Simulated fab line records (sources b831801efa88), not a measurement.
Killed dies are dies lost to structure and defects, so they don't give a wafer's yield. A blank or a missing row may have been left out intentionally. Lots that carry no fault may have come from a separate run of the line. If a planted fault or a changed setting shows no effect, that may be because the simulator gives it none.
fab line records	flow gf180mcu
record: lots: 24	wafers: 72	last-day: 34
route steps=602 shown PSD@256 M1@319 V1@361 M2@367 V3@445
lots that met no fault: from a run of the same line without faults
start-h: start of the lot's first displayed wafer, in hours after the record's first day	wait-h: hours elapsed since this lot's preceding step	" repeats the value in the row above	L1.1+2: several wafers, shown together as one row	- no value, or no start given	* or withheld: withheld	< > ~ a bound
route shown NAME@n: NAME is a module with steps in the file, n the number in the route of the first one	usual: mean/standard deviation taken from wafers without a fault	same: alike in all rows	chamber/n: place in a boat	sites: per-site readings	_std_site: standard deviation across them	_edge_site: inner sites' mean taken away from outer sites' mean	radius-mm: for every site, how far away it sits from the centre of the wafer	mask NAME#n: copy n	behind: the tool/chamber that last shaped the wafer	hold: why the lot went on hold/how many hours it stayed there/how the hold came to an end	device: whichever transistor did not switch (one of n, p or np)	end of line: the same wafers' tests at the end of the route	where a step has no rows: the recipe by itself	killed: dies that structure and defects cost at the first sort, which is not the same as the wafer's yield	map: the dies of a wafer, with x for killed, . for not killed, _ for no die there
set.NAME: the setting the step ran with; set.NAME@STEP: the setting that earlier step ran with	model.NAME: the simulator's own value behind a step, which no gauge read
a sample of lots followed through the steps of the route, with each step as a table and each wafer as a row
services: the hour from which a tool's chamber was out of use, counted from the record's first day as start-h (under 0 if before that day), plus the number of hours and why
== steps ==
step: GF_PSD_OVL_MEAS_08
usual: PSD_OVL: 0.4/1.4
lot.wafer	tool	chamber	start-h	wait-h	PSD_OVL[nm]
L074.2	overlay-01	-	314.85	0.1	-0.3
L074.3	"	-	"	"	0.3
L074.5	"	-	"	"	3.6
L075.3	overlay-02	-	325.27	0.1	-2.2
L075.4	"	-	"	"	-1.1
L075.6	"	-	"	"	0.1
L076.1	overlay-02	-	329.44	0.1	-0.3
L076.2	"	-	"	"	-0.2
L076.3	"	-	"	"	-2.0
L077.4	overlay-01	-	343.02	0.1	0.1
L077.5	"	-	"	"	0.6
L077.6	"	-	"	"	1.5
L078.2	overlay-02	-	352.77	0.1	-1.4
L078.3	"	-	"	"	1.0
L078.6	"	-	"	"	1.6
L079.2	overlay-02	-	359.06	0.1	0.6
L079.3	"	-	"	"	-0.7
L079.5	"	-	"	"	0.0
L080.3	overlay-02	-	364.23	0.1	1.7
L080.4	"	-	"	"	2.1
L080.6	"	-	"	"	1.3
L081.2	overlay-02	-	372.67	0.1	1.3
L081.4	"	-	"	"	0.6
L081.6	"	-	"	"	-0.8
L082.2	overlay-01	-	379.42	0.1	0.8
L082.4	"	-	"	"	2.0
L082.5	"	-	"	"	0.7
L083.1	overlay-02	-	394.91	0.1	0.3
L083.4	"	-	"	"	0.8
L083.6	"	-	"	"	0.2
L084.3	overlay-01	-	401.02	0.1	0.7
L084.4	"	-	"	"	0.4
L084.5	"	-	"	"	2.8
L085.2	overlay-02	-	407.65	0.1	0.3
L085.3	"	-	"	"	0.0
L085.5	"	-	"	"	-0.5
L086.2	overlay-02	-	419.65	0.1	-0.1
L086.3	"	-	"	"	1.7
L086.5	"	-	"	"	0.8
L087.1	overlay-02	-	435.74	0.1	0.8
L087.2	"	-	"	"	0.4
L087.5	"	-	"	"	0.5
L088.2	overlay-01	-	438.61	0.1	1.0
L088.4	"	-	"	"	2.4
L088.5	"	-	"	"	0.1
L089.2	overlay-02	-	442.97	0.1	-2.8
L089.3	"	-	"	"	-1.8
L089.5	"	-	"	"	-1.1
L090.1	overlay-01	-	460.19	0.1	0.0
L090.2	"	-	"	"	1.0
L090.5	"	-	"	"	-1.2
L091.2	overlay-01	-	465.37	0.1	-0.1
L091.3	"	-	"	"	1.0
L091.6	"	-	"	"	0.6
L092.1	overlay-01	-	471.36	0.1	1.7
L092.4	"	-	"	"	2.2
L092.5	"	-	"	"	1.3
L093.3	overlay-01	-	479.77	0.1	0.2
L093.4	"	-	"	"	-3.3
L093.6	"	-	"	"	-1.0
L094.1	overlay-01	-	486.31	0.1	-0.7
L094.4	"	-	"	"	0.7
L094.6	"	-	"	"	0.0
L095.2	overlay-01	-	496.61	0.1	1.0
L095.3	"	-	"	"	-1.3
L095.6	"	-	"	"	-1.0
L096.2	overlay-02	-	501.94	0.1	-1.6
L096.5	"	-	"	"	-1.3
L096.6	"	-	"	"	-0.7
L097.4	overlay-01	-	510.58	0.1	1.1
L097.5	"	-	"	"	2.9
L097.6	"	-	"	"	2.7
step: GF_M1_SPUTTER_04
recipe: material: TiN	target-thk-nm: 50	power-w: 6500	time-s: 41.7	chamber-pressure-pa: 0.4
usual: throttle-valve-pct: 30.3/0.82
lot.wafer	tool	chamber	start-h	wait-h	throttle-valve-pct
L074.2	pvd-sputter-04	-	361.20	0.0	30.1
L074.3	"	-	"	"	31.0
L074.5	"	-	"	"	30.8
L075.3	pvd-sputter-02	-	372.61	0.0	28.8
L075.4	"	-	"	"	30.2
L075.6	"	-	"	"	31.7
L076.1	pvd-sputter-01	-	377.61	0.0	29.9
L076.2	"	-	"	"	29.8
L076.3	"	-	"	"	30.4
L077.4	pvd-sputter-02	-	391.40	0.0	31.4
L077.5	"	-	"	"	31.8
L077.6	"	-	"	"	28.9
L078.2	pvd-sputter-01	-	400.63	0.0	31.0
L078.3	"	-	"	"	30.3
L078.6	"	-	"	"	30.4
L079.2	pvd-sputter-04	-	407.54	0.0	31.3
L079.3	"	-	"	"	30.9
L079.5	"	-	"	"	31.0
L080.3	pvd-sputter-02	-	412.53	0.0	28.7
L080.4	"	-	"	"	30.0
L080.6	"	-	"	"	29.7
L081.2	pvd-sputter-04	-	422.82	0.0	31.0
L081.4	"	-	"	"	31.0
L081.6	"	-	"	"	31.4
L082.2	pvd-sputter-04	-	428.97	0.0	31.1
L082.4	"	-	"	"	30.8
L082.5	"	-	"	"	31.6
L083.1	pvd-sputter-01	-	444.97	0.0	30.3
L083.4	"	-	"	"	29.8
L083.6	"	-	"	"	30.9
L084.3	pvd-sputter-01	-	450.97	0.0	30.8
L084.4	"	-	"	"	30.1
L084.5	"	-	"	"	30.0
L085.2	pvd-sputter-04	-	459.70	0.0	30.9
L085.3	"	-	"	"	28.7
L085.5	"	-	"	"	30.2
L086.2	pvd-sputter-01	-	471.54	0.0	29.9
L086.3	"	-	"	"	30.9
L086.5	"	-	"	"	29.9
L087.1	pvd-sputter-02	-	487.39	0.0	29.8
L087.2	"	-	"	"	31.7
L087.5	"	-	"	"	29.5
L088.2	pvd-sputter-04	-	490.52	0.0	30.0
L088.4	"	-	"	"	31.0
L088.5	"	-	"	"	30.8
L089.2	pvd-sputter-04	-	494.30	0.0	30.0
L089.3	"	-	"	"	29.1
L089.5	"	-	"	"	28.6
L090.1	pvd-sputter-02	-	510.90	0.0	29.8
L090.2	"	-	"	"	28.9
L090.5	"	-	"	"	28.7
L091.2	pvd-sputter-04	-	516.67	0.0	30.1
L091.3	"	-	"	"	28.8
L091.6	"	-	"	"	30.9
L092.1	pvd-sputter-01	-	522.27	0.0	30.0
L092.4	"	-	"	"	29.7
L092.5	"	-	"	"	30.2
L093.3	pvd-sputter-01	-	530.12	0.0	29.8
L093.4	"	-	"	"	30.5
L093.6	"	-	"	"	30.4
L094.1	pvd-sputter-04	-	537.02	0.0	31.1
L094.4	"	-	"	"	31.0
L094.6	"	-	"	"	30.9
L095.2	pvd-sputter-04	-	546.80	0.0	31.3
L095.3	"	-	"	"	28.5
L095.6	"	-	"	"	31.0
L096.2	pvd-sputter-04	-	550.78	0.0	30.9
L096.5	"	-	"	"	28.8
L096.6	"	-	"	"	31.2
L097.4	pvd-sputter-02	-	559.27	0.0	28.7
L097.5	"	-	"	"	29.7
L097.6	"	-	"	"	29.8
step: GF_V1_CMP_26
recipe: stop-on: SiO2	down-force-psi: 3.5	platen-rpm: 60	t-overpolish-s: 15	target-thk-nm: 0	pad-velocity-m-s: 0.94248
usual: motor-current-A: 10.8/0.99	overpolish-run-s: 15.000/0.0095	retaining-ring-pressure-frac: 1.000/0.0056	slurry-filter-dp-kPa: 13.51/0.13	slurry-flow-ml-min: 150.0/0.46	time-to-endpoint-s: 84/3.5
lot.wafer	tool	chamber	start-h	wait-h	motor-current-A	overpolish-run-s	retaining-ring-pressure-frac	slurry-filter-dp-kPa	slurry-flow-ml-min	time-to-endpoint-s
L074.2	cmp-02	0	408.24	0.1	12.5	14.989	1.007	13.64	149.7	91
L074.3	"	1	"	"	10.4	15.000	0.999	13.52	149.4	84
L074.5	"	0	"	"	12.1	14.991	1.000	13.50	149.3	91
L075.3	cmp-02	1	420.63	0.1	10.3	15.004	0.996	13.58	150.2	83
L075.4	"	3	"	"	9.2	15.002	0.987	13.13	150.0	85
L075.6	"	1	"	"	10.5	14.981	0.995	13.56	149.7	82
L076.3	cmp-02	3	426.23	0.0	9.7	15.007	0.999	13.59	149.3	85
L076.2	"	1	"	"	10.1	15.002	1.004	13.44	149.7	83
L076.1	"	2	"	"	10.6	15.004	0.995	13.71	149.7	88
L077.4	cmp-02	1	440.53	0.1	10.4	14.996	0.987	13.64	149.8	81
L077.6	"	0	"	"	12.5	14.997	0.997	13.30	149.9	86
L077.5	"	1	"	"	10.3	14.974	0.990	13.60	150.2	80
L078.2	cmp-02	1	450.05	0.1	10.3	15.013	1.001	13.64	149.8	79
L078.3	"	2	"	"	11.0	14.992	1.010	13.37	150.3	83
L078.6	"	1	"	"	10.6	14.994	0.996	13.22	150.2	80
L079.3	cmp-01	3	457.84	0.0	11.3	15.004	0.993	13.35	149.4	87
L079.2	"	0	"	"	11.6	14.998	1.009	13.73	150.2	81
L079.5	"	3	"	"	11.2	15.007	1.006	13.69	150.2	88
L080.3	cmp-02	3	462.65	0.0	9.4	14.993	1.000	13.69	150.7	79
L080.4	"	1	"	"	9.9	14.997	1.000	13.51	150.5	78
L080.6	"	0	"	"	12.6	14.999	1.007	13.49	150.6	82
L081.4	cmp-01	3	473.63	0.1	11.0	15.014	0.998	13.59	150.0	89
L081.2	"	0	"	"	11.6	14.992	1.003	13.61	149.7	82
L081.6	"	2	"	"	10.4	14.982	1.013	13.40	149.5	78
L082.4	cmp-02	3	478.91	0.1	9.4	15.009	1.003	13.71	150.3	80
L082.2	"	0	"	"	13.0	14.988	1.012	13.44	149.5	83
L082.5	"	2	"	"	10.7	15.013	0.995	13.58	149.9	83
L083.1	cmp-01	1	495.46	0.1	9.8	14.996	1.003	13.64	150.4	90
L083.4	"	2	"	"	10.5	15.000	0.995	13.47	149.8	82
L083.6	"	3	"	"	11.2	14.980	1.005	13.66	150.2	91
L084.4	cmp-02	2	503.04	0.1	10.3	14.992	1.002	13.67	150.3	85
L084.3	"	3	"	"	10.1	15.004	1.000	13.67	150.0	83
L084.5	"	1	"	"	10.5	15.004	0.994	13.64	150.7	81
L085.3	cmp-02	3	509.89	0.0	9.8	15.007	0.997	13.36	149.9	82
L085.2	"	0	"	"	12.3	14.982	0.995	13.58	149.7	84
L085.5	"	0	"	"	12.3	14.993	0.995	13.51	149.5	81
L086.2	cmp-01	3	521.42	0.0	10.9	15.015	0.996	13.35	150.1	89
L086.3	"	0	"	"	11.4	15.008	1.008	13.62	150.0	86
L086.5	"	3	"	"	11.1	15.011	0.998	13.68	150.2	88
L087.2	cmp-02	3	536.95	0.1	9.5	15.007	1.002	13.63	149.9	89
L087.1	"	0	"	"	12.3	14.991	1.002	13.32	149.7	84
L087.5	"	2	"	"	10.3	14.991	0.991	13.47	149.9	86
L088.4	cmp-02	0	539.48	0.0	11.6	14.986	0.996	13.51	148.7	83
L088.2	"	2	"	"	10.2	15.003	0.995	13.57	149.3	85
L088.5	"	0	"	"	12.2	14.998	0.997	13.64	149.8	85
L089.2	cmp-01	3	543.55	0.1	10.9	15.010	1.009	13.39	150.3	88
L089.3	"	1	"	"	9.7	15.020	0.998	13.30	149.8	84
L089.5	"	3	"	"	11.2	15.005	1.000	13.59	150.1	91
L090.1	cmp-02	0	559.35	0.1	12.4	14.985	1.005	13.28	149.8	87
L090.2	"	1	"	"	10.0	14.993	0.998	13.53	151.0	78
L090.5	"	0	"	"	12.5	14.979	1.002	13.73	149.3	86
L091.3	cmp-02	2	564.35	0.1	10.2	14.994	0.985	13.42	150.9	85
L091.2	"	3	"	"	9.9	14.996	1.005	13.33	149.6	83
L091.6	"	1	"	"	10.8	15.002	1.005	13.52	150.2	79
L092.1	cmp-01	3	570.18	0.1	11.0	15.002	1.006	13.47	150.3	86
L092.4	"	0	"	"	11.8	14.997	0.998	13.56	150.6	81
L092.5	"	3	"	"	10.8	14.998	1.001	13.52	150.2	88
L093.3	cmp-01	3	577.59	0.0	10.7	15.009	1.006	13.59	149.6	88
L093.4	"	2	"	"	10.2	14.992	1.008	13.70	149.2	84
L093.6	"	0	"	"	11.5	14.998	0.991	13.42	150.4	87
L094.1	cmp-01	1	583.52	0.1	9.9	15.025	1.000	13.51	150.2	82
L094.4	"	2	"	"	10.3	15.001	0.998	13.68	149.9	84
L094.6	"	1	"	"	10.0	14.995	0.998	13.55	150.3	86
L095.2	cmp-02	0	593.04	0.1	12.4	15.014	0.999	13.48	150.7	85
L095.3	"	2	"	"	10.7	15.005	1.003	13.54	150.5	83
L095.6	"	0	"	"	11.6	14.996	0.998	13.56	150.8	81
L096.2	cmp-02	3	597.27	0.1	9.5	15.010	1.000	13.43	150.3	84
L096.6	"	2	"	"	10.4	15.022	1.005	13.37	150.6	86
L096.5	"	3	"	"	9.6	14.998	1.001	13.56	149.9	83
L097.4	cmp-01	2	605.39	0.0	10.4	15.009	1.006	13.58	150.2	82
L097.5	"	2	"	"	10.2	14.999	1.004	13.43	150.4	80
L097.6	"	3	"	"	11.5	15.007	0.999	13.49	149.9	92
step: GF_M2_RS_MEAS_05
recipe: thk-meas-gauge: four-point-probe	reads: TiN_of_M2_SPUTTER_04+Ti_of_M2_SPUTTER_03+AlCu_of_M2_SPUTTER_02+TiN_of_M2_SPUTTER_01+Ti_of_M2_SPUTTER_00
usual: M2_ALCU_RS: 0.0694/0.00084
lot.wafer	tool	chamber	start-h	wait-h	M2_ALCU_RS[ohm/sq]
L074.2	film-metro-03	-	408.74	0.0	0.0694
L074.3	"	-	"	"	0.0691
L074.5	"	-	"	"	0.0692
L075.3	film-metro-02	-	421.14	0.1	0.0704
L075.4	"	-	"	"	0.0707
L075.6	"	-	"	"	0.0704
L076.1	film-metro-04	-	426.75	0.0	0.0703
L076.2	"	-	"	"	0.0691
L076.3	"	-	"	"	0.0698
L077.4	film-metro-04	-	441.06	0.1	0.0695
L077.5	"	-	"	"	0.0696
L077.6	"	-	"	"	0.0699
L078.2	film-metro-02	-	450.55	0.0	0.0701
L078.3	"	-	"	"	0.0701
L078.6	"	-	"	"	0.0697
L079.2	film-metro-03	-	458.38	0.0	0.0686
L079.3	"	-	"	"	0.0694
L079.5	"	-	"	"	0.0689
L080.3	film-metro-04	-	463.22	0.1	0.0697
L080.4	"	-	"	"	0.0692
L080.6	"	-	"	"	0.0683
L081.2	film-metro-02	-	474.12	0.0	0.0703
L081.4	"	-	"	"	0.0693
L081.6	"	-	"	"	0.0693
L082.2	film-metro-02	-	479.35	0.0	0.0693
L082.4	"	-	"	"	0.0687
L082.5	"	-	"	"	0.0684
L083.1	film-metro-02	-	495.88	0.0	0.0674
L083.4	"	-	"	"	0.0679
L083.6	"	-	"	"	0.0685
L084.3	film-metro-02	-	503.50	0.1	0.0698
L084.4	"	-	"	"	0.0697
L084.5	"	-	"	"	0.0710
L085.2	film-metro-02	-	510.43	0.0	0.0673
L085.3	"	-	"	"	0.0687
L085.5	"	-	"	"	0.0677
L086.2	film-metro-04	-	521.98	0.0	0.0691
L086.3	"	-	"	"	0.0688
L086.5	"	-	"	"	0.0695
L087.1	film-metro-04	-	537.37	0.0	0.0699
L087.2	"	-	"	"	0.0696
L087.5	"	-	"	"	0.0702
L088.2	film-metro-02	-	540.03	0.0	0.0696
L088.4	"	-	"	"	0.0693
L088.5	"	-	"	"	0.0698
L089.2	film-metro-02	-	544.04	0.0	0.0690
L089.3	"	-	"	"	0.0684
L089.5	"	-	"	"	0.0689
L090.1	film-metro-02	-	559.87	0.0	0.0715
L090.2	"	-	"	"	0.0705
L090.5	"	-	"	"	0.0713
L091.2	film-metro-02	-	564.84	0.0	0.0702
L091.3	"	-	"	"	0.0701
L091.6	"	-	"	"	0.0702
L092.1	film-metro-02	-	570.70	0.0	0.0694
L092.4	"	-	"	"	0.0696
L092.5	"	-	"	"	0.0691
L093.3	film-metro-02	-	578.15	0.1	0.0700
L093.4	"	-	"	"	0.0704
L093.6	"	-	"	"	0.0702
L094.1	film-metro-02	-	583.99	0.0	0.0703
L094.4	"	-	"	"	0.0691
L094.6	"	-	"	"	0.0696
L095.2	film-metro-04	-	593.53	0.0	0.0703
L095.3	"	-	"	"	0.0703
L095.6	"	-	"	"	0.0703
L096.2	film-metro-02	-	597.76	0.0	0.0688
L096.5	"	-	"	"	0.0688
L096.6	"	-	"	"	0.0684
L097.4	film-metro-02	-	605.97	0.1	0.0684
L097.5	"	-	"	"	0.0688
L097.6	"	-	"	"	0.0691
step: GF_M2_THK_MEAS_06
recipe: thk-meas-gauge: xrf	reads: AlCu_of_M2_SPUTTER_02
usual: M2_ALCU_THK: 451/6.3
lot.wafer	tool	chamber	start-h	wait-h	M2_ALCU_THK[nm]
L074.2	film-metro-03	-	408.85	0.1	447
L074.3	"	-	"	"	449
L074.5	"	-	"	"	446
L075.3	film-metro-02	-	421.24	0.1	448
L075.4	"	-	"	"	446
L075.6	"	-	"	"	448
L076.1	film-metro-04	-	426.87	0.1	442
L076.2	"	-	"	"	447
L076.3	"	-	"	"	446
L077.4	film-metro-04	-	441.15	0.1	447
L077.5	"	-	"	"	446
L077.6	"	-	"	"	445
L078.2	film-metro-02	-	450.66	0.1	448
L078.3	"	-	"	"	448
L078.6	"	-	"	"	449
L079.2	film-metro-03	-	458.49	0.1	453
L079.3	"	-	"	"	450
L079.5	"	-	"	"	452
L080.3	film-metro-04	-	463.32	0.1	447
L080.4	"	-	"	"	450
L080.6	"	-	"	"	456
L081.2	film-metro-02	-	474.23	0.1	448
L081.4	"	-	"	"	452
L081.6	"	-	"	"	455
L082.2	film-metro-02	-	479.46	0.1	458
L082.4	"	-	"	"	456
L082.5	"	-	"	"	459
L083.1	film-metro-02	-	496.00	0.1	467
L083.4	"	-	"	"	463
L083.6	"	-	"	"	459
L084.3	film-metro-02	-	503.60	0.1	452
L084.4	"	-	"	"	448
L084.5	"	-	"	"	442
L085.2	film-metro-02	-	510.54	0.1	467
L085.3	"	-	"	"	458
L085.5	"	-	"	"	461
L086.2	film-metro-04	-	522.09	0.1	448
L086.3	"	-	"	"	450
L086.5	"	-	"	"	446
L087.1	film-metro-04	-	537.49	0.1	445
L087.2	"	-	"	"	448
L087.5	"	-	"	"	447
L088.2	film-metro-02	-	540.14	0.1	450
L088.4	"	-	"	"	452
L088.5	"	-	"	"	449
L089.2	film-metro-02	-	544.15	0.1	455
L089.3	"	-	"	"	461
L089.5	"	-	"	"	456
L090.1	film-metro-02	-	559.99	0.1	438
L090.2	"	-	"	"	445
L090.5	"	-	"	"	441
L091.2	film-metro-02	-	564.95	0.1	447
L091.3	"	-	"	"	444
L091.6	"	-	"	"	445
L092.1	film-metro-02	-	570.82	0.1	454
L092.4	"	-	"	"	450
L092.5	"	-	"	"	453
L093.3	film-metro-02	-	578.25	0.1	450
L093.4	"	-	"	"	451
L093.6	"	-	"	"	449
L094.1	film-metro-02	-	584.11	0.1	448
L094.4	"	-	"	"	457
L094.6	"	-	"	"	456
L095.2	film-metro-04	-	593.64	0.1	442
L095.3	"	-	"	"	442
L095.6	"	-	"	"	442
L096.2	film-metro-02	-	597.87	0.1	457
L096.5	"	-	"	"	458
L096.6	"	-	"	"	462
L097.4	film-metro-02	-	606.06	0.1	461
L097.5	"	-	"	"	459
L097.6	"	-	"	"	457
step: GF_V3_ETCH_16
recipe: chemistry: N2/H2	target-depth-a: withheld	overetch-a: withheld	time-s: withheld	target: BARC	ion-energy-ev: 200	source-w: 500	bias-w: 100	pressure-mtorr: 30	n2-flow-sccm: 100	h2-flow-sccm: 200
usual: drypump-motor-current-A: 5.9/0.33	oes-product-au: 0.854/0.0054	throttle-valve-pct: 13.226/0.009
lot.wafer	tool	chamber	start-h	wait-h	drypump-motor-current-A	oes-product-au	throttle-valve-pct
L074.2	rie-diel-02	1	510.30	0.0	5.9	0.859	13.230
L074.3	"	3	"	"	6.0	0.844	13.211
L074.5	"	1	"	"	5.9	0.846	13.231
L075.3	rie-diel-02	0	521.54	0.0	5.5	0.854	13.219
L075.4	"	2	"	"	6.3	0.858	13.249
L075.6	"	1	"	"	5.9	0.840	13.217
L076.1	rie-diel-03	1	527.27	0.0	5.8	0.850	13.235
L076.2	"	0	"	"	5.5	0.854	13.219
L076.3	"	2	"	"	6.2	0.853	13.243
L077.4	rie-diel-03	2	539.94	0.0	6.1	0.852	13.220
L077.5	"	1	"	"	5.8	0.855	13.228
L077.6	"	0	"	"	5.5	0.848	13.236
L078.2	rie-diel-02	3	548.40	0.0	6.0	0.862	13.222
L078.3	"	2	"	"	6.3	0.857	13.222
L078.6	"	0	"	"	5.5	0.856	13.227
L079.2	rie-diel-02	3	556.40	0.0	6.0	0.850	13.229
L079.3	"	0	"	"	5.5	0.855	13.217
L079.5	"	2	"	"	6.3	0.852	13.222
L080.3	rie-diel-02	3	562.04	0.0	6.0	0.859	13.235
L080.4	"	2	"	"	6.3	0.853	13.211
L080.6	"	3	"	"	6.0	0.857	13.234
L081.2	rie-diel-03	2	569.95	0.0	6.1	0.848	13.218
L081.4	"	1	"	"	5.8	0.854	13.227
L081.6	"	1	"	"	5.8	0.849	13.203
L082.2	rie-diel-02	2	574.94	0.0	6.3	0.862	13.215
L082.4	"	1	"	"	5.9	0.856	13.232
L082.5	"	0	"	"	5.5	0.848	13.209
L083.1	rie-diel-04	1	591.42	0.0	6.5	0.851	13.224
L083.4	"	3	"	"	5.7	0.861	13.228
L083.6	"	0	"	"	6.0	0.856	13.237
L084.3	rie-diel-03	3	597.00	0.0	6.3	0.844	13.222
L084.4	"	1	"	"	5.8	0.844	13.234
L084.5	"	1	"	"	5.7	0.850	13.234
L085.2	rie-diel-03	2	602.74	0.0	6.1	0.856	13.221
L085.3	"	3	"	"	6.2	0.852	13.233
L085.5	"	1	"	"	5.8	0.856	13.229
L086.2	rie-diel-04	0	614.22	0.0	6.0	0.836	13.223
L086.3	"	3	"	"	5.7	0.857	13.230
L086.5	"	2	"	"	5.1	0.856	13.233
L087.1	rie-diel-03	2	627.42	0.0	6.2	0.855	13.228
L087.2	"	0	"	"	5.5	0.842	13.224
L087.5	"	1	"	"	5.8	0.844	13.223
L088.2	rie-diel-02	3	629.60	0.0	6.0	0.860	13.231
L088.4	"	2	"	"	6.3	0.853	13.221
L088.5	"	0	"	"	5.5	0.852	13.223
L089.2	rie-diel-02	0	634.50	0.0	5.5	0.857	13.233
L089.3	"	2	"	"	6.3	0.852	13.234
L089.5	"	2	"	"	6.3	0.848	13.233
L090.1	rie-diel-02	2	646.24	0.0	6.3	0.863	13.223
L090.2	"	0	"	"	5.5	0.862	13.241
L090.5	"	0	"	"	5.5	0.862	13.226
L091.2	rie-diel-04	2	652.52	0.0	5.1	0.848	13.235
L091.3	"	3	"	"	5.7	0.858	13.228
L091.6	"	2	"	"	5.1	0.851	13.222
L092.1	rie-diel-02	2	658.94	0.0	6.3	0.859	13.211
L092.4	"	0	"	"	5.5	0.852	13.225
L092.5	"	1	"	"	5.8	0.857	13.242
L093.3	rie-diel-02	1	664.65	0.0	5.9	0.844	13.246
L093.4	"	2	"	"	6.3	0.847	13.205
L093.6	"	3	"	"	6.0	0.853	13.223
L094.1	rie-diel-02	3	670.50	0.0	6.0	0.849	13.224
L094.4	"	1	"	"	5.9	0.860	13.213
L094.6	"	2	"	"	6.3	0.854	13.226
L095.2	rie-diel-02	1	677.60	0.0	5.8	0.853	13.238
L095.3	"	2	"	"	6.3	0.860	13.238
L095.6	"	1	"	"	5.8	0.848	13.227
L096.2	rie-diel-03	3	682.70	0.0	6.3	0.862	13.233
L096.5	"	0	"	"	5.5	0.843	13.215
L096.6	"	1	"	"	5.8	0.849	13.231
L097.4	rie-diel-03	0	689.12	0.0	5.5	0.853	13.229
L097.5	"	1	"	"	5.8	0.859	13.220
L097.6	"	2	"	"	6.1	0.862	13.225
== services ==
tool	chamber	start-h	hours	kind
cmp-02	-	341.72	4.5	pm
rie-diel-03	1	351.13	6.7	repair
pvd-sputter-04	-	370.28	3.8	repair
rie-diel-02	-	380.26	0.2	repair
cmp-02	-	404.13	4.0	pm
pvd-sputter-01	-	404.92	2.5	repair
cmp-02	-	434.86	1.0	repair
cmp-01	-	442.92	4.0	pm
pvd-sputter-04	-	468.90	2.7	repair
rie-diel-02	1	472.76	2.5	repair
pvd-sputter-01	-	476.20	1.8	repair
cmp-02	-	499.08	1.5	repair
cmp-01	-	502.89	1.2	repair
cmp-01	-	529.40	1.8	repair
rie-diel-03	3	534.96	5.5	repair
cmp-02	-	544.01	0.6	repair
cmp-01	-	572.00	4.0	pm
cmp-02	-	577.39	2.5	repair
cmp-01	-	583.83	3.3	pm
cmp-01	-	588.78	2.2	repair
rie-diel-02	0	589.76	10.9	repair
rie-diel-02	-	593.68	4.0	pm
cmp-02	-	608.44	3.8	repair
rie-diel-02	1	632.59	5.8	repair
== key ==
fault none
